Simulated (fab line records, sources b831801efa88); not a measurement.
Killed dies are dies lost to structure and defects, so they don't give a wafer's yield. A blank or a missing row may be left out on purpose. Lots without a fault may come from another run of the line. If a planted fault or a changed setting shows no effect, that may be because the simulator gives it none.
Chamber matching | flow sky130 | 4 sister chambers for SKY_VIA3_CMP_02 on cmp-02
The step polishes SiO2. 8 wafers are shown with their chamber, then 7 later ones without.

WAFERS, EACH WITH ITS CHAMBER
wafer  | chamber | motorCurrentA (A) | retainingRingPressureFrac
L808.2 | 1       | 10.7              | 1.007
L816.3 | 0       | 11.3              | 1.008
L816.6 | 3       | 10.9              | 0.996
L815.1 | 1       | 11.4              | 0.996
L815.3 | 2       | 11.9              | 1.006
L815.5 | 0       | 11.2              | 1.001
L818.1 | 3       | 10.9              | 0.999
L818.3 | 2       | 11.6              | 0.996

WAFERS WITH NO CHAMBER GIVEN
wafer  | motorCurrentA (A) | retainingRingPressureFrac
L818.4 | 11.3              | 1.006
L819.1 | 11.8              | 0.997
L819.3 | 12.1              | 1.003
L819.6 | 10.9              | 0.994
L821.1 | 10.9              | 1.004
L821.3 | 10.9              | 0.998
L821.5 | 10.4              | 1.003

EACH ONE'S CHAMBER
wafer  | from the rows above               | in truth
L818.4 | can't be placed: 0 or 1 or 2 or 3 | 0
L819.1 | can't be placed: 2 or 0           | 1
L819.3 | can't be placed: 2 or 0           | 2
L819.6 | can't be placed: 3 or 1 or 0      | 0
L821.1 | can't be placed: 1 or 3 or 0      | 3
L821.3 | can't be placed: 3 or 1 or 0      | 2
L821.5 | can't be placed: 3 or 1 or 0      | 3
Placed correctly: 0 of 7. Cannot be placed on the basis of these rows: 7; the candidates contain the true chamber in 5. 0 placed wrongly.
How it was worked out, from the rows above alone: a wafer's distance from a chamber is the root of the sum, over the readings, of the square of ((its reading less the chamber's mean) divided by the reading's scatter). The wafer belongs to the nearest chamber; if the next one is less than 2 further off, it can't be placed. Each chamber's mean is taken over the wafers shown for it. How the scatter is found: for the shown wafers, subtract from each reading the mean of its chamber, square and add these, divide the total by (wafers less chambers), then take the root.
